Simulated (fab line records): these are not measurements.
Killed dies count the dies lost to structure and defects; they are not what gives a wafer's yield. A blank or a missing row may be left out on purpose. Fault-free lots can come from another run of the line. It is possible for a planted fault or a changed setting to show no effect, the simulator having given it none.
Struck lot and sound lot, side by side | flow sfq-line | 28 out of 325 route steps
Sound: the wafers L996.1, L996.3, L996.4. Struck: wafer L105.6. (L105.3 of the same lot was not struck and is left out.) The cause comes at the end.
Each step with rows lists, per side, the tool, then ch with its chambers, then its first start. Under that, the readings that differ: sound wafers | struck wafers | difference of the means | sigmas: that difference in standard deviations of wafers without a fault.
alike: readings with means less than 2 such deviations apart, plus words and numbers identical on both sides. not compared: withheld readings, readings lacking a value on some wafer, bounds such as >300 that could conceal the same value, and numbers that have no deviation in the record and whose values overlap.
Wherever a step has rows on one side only, a row that says differs or no value, or a row with sigmas, the two part there. Non-overlapping numbers with no deviation appear without sigmas and do not part them. Lack of a reading on every wafer of one side parts them only where that side has two or more wafers.

first, 6 steps without rows for these wafers: SFQ_TRILAYER_M0_LITHO_COAT_026 (resist thk 62 nm); SFQ_TRILAYER_M0_LITHO_COAT_021 (resist thk 600 nm); SFQ_TRILAYER_M0_LITHO_SOFTBAKE_025; SFQ_TRILAYER_M0_LITHO_EXPOSE_022 (exposes mask M0, target cd 500 nm); SFQ_TRILAYER_M0_LITHO_PEB_024 (peb time 60 s); SFQ_TRILAYER_M0_LITHO_DEVELOP_023 (time 60 s).
SFQ_M0_OVL_MEAS_906:
  sound: overlay-02 at day 7 12:31; struck: overlay-02 at day 10 00:49
  alike: M0_OVL
SFQ_TRILAYER_M0_BARC_OPEN_METAL_ETCH_031: etches BARC in O2, target depth 125 nm, time 41.7 s.
  sound on rie-metal-02 ch 0,1, day 7 12:33; struck on rie-metal-02 ch 1, day 10 00:52
  reading               | sound             | struck | difference | sigmas
  oes-product-au (a.u.) | 0.679 0.684 0.689 | 0.700  | +0.016     | +4
  alike: drypump-motor-current-A
  not compared: rf-hours-counter-h
SFQ_TRILAYER_M0_ETCH_METAL_ETCH_024: etches Nb in Cl2/Ar, stops on SiO2, target depth 240 nm, time 120 s.
  sound on rie-metal-02 ch 0,1, day 7 12:37; struck on rie-metal-02 ch 1, day 10 00:56
  alike: drypump-motor-current-A, oes-product-au
  not compared: rf-hours-counter-h
then, 2 steps without rows for these wafers: SFQ_TRILAYER_M0_STRIP_STRIP_025 (strips in O2); SFQ_TRILAYER_M0_STRIP_SOLV_CLEAN_026 (cleans in NMP, time 600 s).
SFQ_TRILAYER_I0_DEP_PECVD_027: deposits SiO2 from SiH4/N2O, time 111.11 s, target thk 500 nm.
  sound on pecvd-03 ch 0,1, day 7 13:31; struck on pecvd-01 ch 0, day 10 01:48
  reading                | sound          | struck | difference | sigmas
  throttle-valve-pct (%) | 25.9 24.8 25.0 | 22.6   | -2.6       | -2
  alike: heater-power-w
SFQ_TRILAYER_I0_CMP_CMP_028: polishes SiO2.
  sound on cmp-01 ch 0,2,3, day 8 02:10; struck on cmp-01 ch 0, day 10 13:10
  reading                                             | sound             | struck | difference | sigmas
  time-to-endpoint-s (s)                              | 217 214 224       | 203    | -15        | -2
  model.SiO2_of_TRILAYER_I0_DEP_PECVD_027.thk-nm (nm) | 199.4 198.8 198.5 | 221.8  | +22.9      |
  alike: head-pressure-psi, motor-current-A, retaining-ring-pressure-frac
SFQ_I0_BOW_MEAS_907:
  sound: film-metro-02 at day 8 05:10; struck: film-metro-02 at day 10 15:31
  not compared: I0_BOW
SFQ_TRILAYER_I0_METRO_MEASURE_029:
  sound: film-metro-02 at day 8 05:17; struck: film-metro-02 at day 10 18:55
  reading     | sound             | struck | difference | sigmas
  thk-nm (nm) | 199.5 198.8 198.6 | 221.7  | +22.7      | +23
then, 6 steps without rows for these wafers: SFQ_TRILAYER_I0_VIA_LITHO_COAT_036 (resist thk 62 nm); SFQ_TRILAYER_I0_VIA_LITHO_COAT_031 (resist thk 650 nm); SFQ_TRILAYER_I0_VIA_LITHO_SOFTBAKE_035; SFQ_TRILAYER_I0_VIA_LITHO_EXPOSE_032 (exposes mask I0, target cd 500 nm); SFQ_TRILAYER_I0_VIA_LITHO_PEB_034 (peb time 60 s); SFQ_TRILAYER_I0_VIA_LITHO_DEVELOP_033 (time 60 s).
-- the record jumps here: 3 days lie between the struck wafers' starts before and after --
SFQ_I0_OVL_MEAS_908:
  sound: overlay-01 at day 11 09:41; struck: overlay-01 at day 14 04:27
  reading     | sound  | struck | difference | sigmas
  I0_OVL (nm) | 1 10 1 | -6     | -10        | -2
SFQ_TRILAYER_I0_VIA_BARC_OPEN_VIA_ETCH_046: etches BARC in O2, target depth 125 nm, time 41.7 s.
  sound on rie-diel-01 ch 1,2,3, day 11 09:43; struck on rie-diel-02 ch 3, day 14 04:28
  alike: drypump-motor-current-A, oes-product-au
  not compared: rf-hours-counter-h
SFQ_TRILAYER_I0_VIA_ETCH_VIA_ETCH_034: etches SiO2 in CHF3, stops on Nb, target depth 260 nm.
  sound on rie-diel-01 ch 1,2,3, day 11 09:46; struck on rie-diel-02 ch 3, day 14 04:31
  reading                        | sound             | struck | difference | sigmas
  oes-product-au (a.u.)          | 0.856 0.846 0.854 | 0.913  | +0.061     | +12
  model.I0.feature-depth-nm (nm) | 199.4 198.8 198.5 | 221.8  | +22.9      |
  model.etch.depth-nm (nm)       | 199.4 198.8 198.5 | 221.8  | +22.9      |
  alike: drypump-motor-current-A
SFQ_TRILAYER_I0_VIA_STRIP_STRIP_035: strips in O2.
  sound on rie-metal-01 ch 0,1, day 11 09:53; struck on rie-metal-01 ch 1, day 14 04:50
  alike: drypump-motor-current-A, oes-product-au
  not compared: rf-hours-counter-h
then, 1 step without rows for these wafers: SFQ_TRILAYER_I0_VIA_STRIP_SOLV_CLEAN_036 (cleans in NMP, time 600 s).
SFQ_TRILAYER_M1_DEP_PRE_CLEAN_038: time 22.5 s.
  sound: pvd-sputter-04 at day 11 10:39; struck: pvd-sputter-05 at day 14 05:24
  reading                                             | sound           | struck | difference | sigmas
  model.SiO2_of_TRILAYER_I0_DEP_PECVD_027.thk-nm (nm) | 191.9 191.3 191 | 214.3  | +22.9      |
then, 1 step without rows for these wafers: SFQ_TRILAYER_M1_DEP_SPUTTER_037 (material Nb, target thk 200 nm, time 133.3 s).

WHERE THEY PART
At SFQ_TRILAYER_M0_BARC_OPEN_METAL_ETCH_031 first; at SFQ_TRILAYER_I0_VIA_ETCH_VIA_ETCH_034 last (within this record only). Later steps at which nothing parts them and some readings are alike: SFQ_TRILAYER_I0_VIA_STRIP_STRIP_035.

WHY: whatever the simulator had introduced
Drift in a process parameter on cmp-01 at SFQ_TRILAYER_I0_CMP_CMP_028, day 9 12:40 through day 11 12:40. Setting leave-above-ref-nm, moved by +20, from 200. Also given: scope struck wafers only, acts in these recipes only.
